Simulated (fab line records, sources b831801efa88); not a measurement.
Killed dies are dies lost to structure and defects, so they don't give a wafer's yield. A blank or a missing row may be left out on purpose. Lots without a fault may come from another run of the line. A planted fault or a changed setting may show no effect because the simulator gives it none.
Problem report in the 8D (eight disciplines) form, filled by code | flow sky130 | the parts of the form that need people (team, actions taken, sign-off) are left out

1. THE PROBLEM
cd_nm at SKY_FIELD_ISO_CD_MEAS_13 reads a mean of 107.4 nm on 6 wafers of 2 lots; wafers without a fault read 149.4 nm with a standard deviation of 1.6. That is -26 standard deviations from the usual mean.
The step: target cd 150 nm.
First seen on wafer L418.4, day 4 00:57, on cd_sem-02. The record holds 39 wafers of 13 lots with a number at this step. Rule for "out", or "out of limits": more than 4 standard deviations from the usual mean. The other wafers with a number count as sound.

2. WHAT IT IS AND WHAT IT IS NOT
question                    | is                     | is not
which readings at this step | cd_nm                  | -
which lots                  | L418, L420             | L410, L412, L413, L415, L416, L417, L426, L430, L431, L432, L433
which wafers of those lots  | all that have a number | -
read on which gauges        | cd_sem-01, cd_sem-02   | -
when                        | from day 4 00:57       | up to then (18 sound wafers); but 15 sound wafers of L426, L430, L431, L432, L433 came after

3. SUSPECTS, AND WHAT RULES EACH OUT
Counting: a tool at a process step up to the reading stays a suspect if it ran every lot that is out and no sound lot after the first of them.
- the gauge at SKY_FIELD_ISO_CD_MEAS_13: ruled out. The wafers that are out were read on 2 gauges (cd_sem-01, cd_sem-02).
- krf_scanner-01 at SKY_FIELD_ISO_EXPOSE_10 (exposes mask FOM, target cd 150 nm): ruled out as a lasting fault. Sound lots L431 ran on it after its first lot that is out, L418 (day 3 16:58).
Left after counting: nothing in the record.

4. THE CAUSE (what the simulator had put in)
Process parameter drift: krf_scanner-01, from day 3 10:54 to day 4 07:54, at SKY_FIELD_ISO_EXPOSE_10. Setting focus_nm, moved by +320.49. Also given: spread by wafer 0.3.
Counting ruled it out, wrongly: the rule takes a fault to strike every lot that its tool runs from its start on, and this one did not.

5. THE CHAIN OF EFFECTS, in route order
Each row: a reading whose mean over the struck wafers that have a number lies more than 3 standard deviations from the usual. Only readings for which the record gives a usual standard deviation are gone through. hours: the time from each lot's start at the first step in this table that gives one to its start at this step, as a median over the lots. sigmas: the change in usual standard deviations.
hours | step                     | reading             | usual    | on struck wafers | change | sigmas
0     | SKY_FIELD_ISO_CD_MEAS_13 | cd_nm               | 149.4 nm | 107.4            | -42.0  | -26
1053  | SKY_PAD_OPEN_PROBE_99    | killed_at_front_end | 15       | 355              | +340   | +74
1053  | SKY_PAD_OPEN_PROBE_99    | killed_dies         | 88       | 424              | +336   | +35
1053  | SKY_PAD_OPEN_PROBE_99    | killed_on_rim       | 17       | 82               | +65    | +18
The process steps in it:
- SKY_PAD_OPEN_PROBE_99
Later measuring or inspecting steps at which every struck wafer that the step has a row for has a number for every such reading, and none has moved that far: SKY_VT_ADJUST_PCH_OVL_MEAS_07.

6. WHAT WOULD HAVE CAUGHT IT SOONER
In this record the first reading out of limits at a measuring or inspecting step was taken at day 4 00:57, 14 hours after the fault began at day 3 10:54.
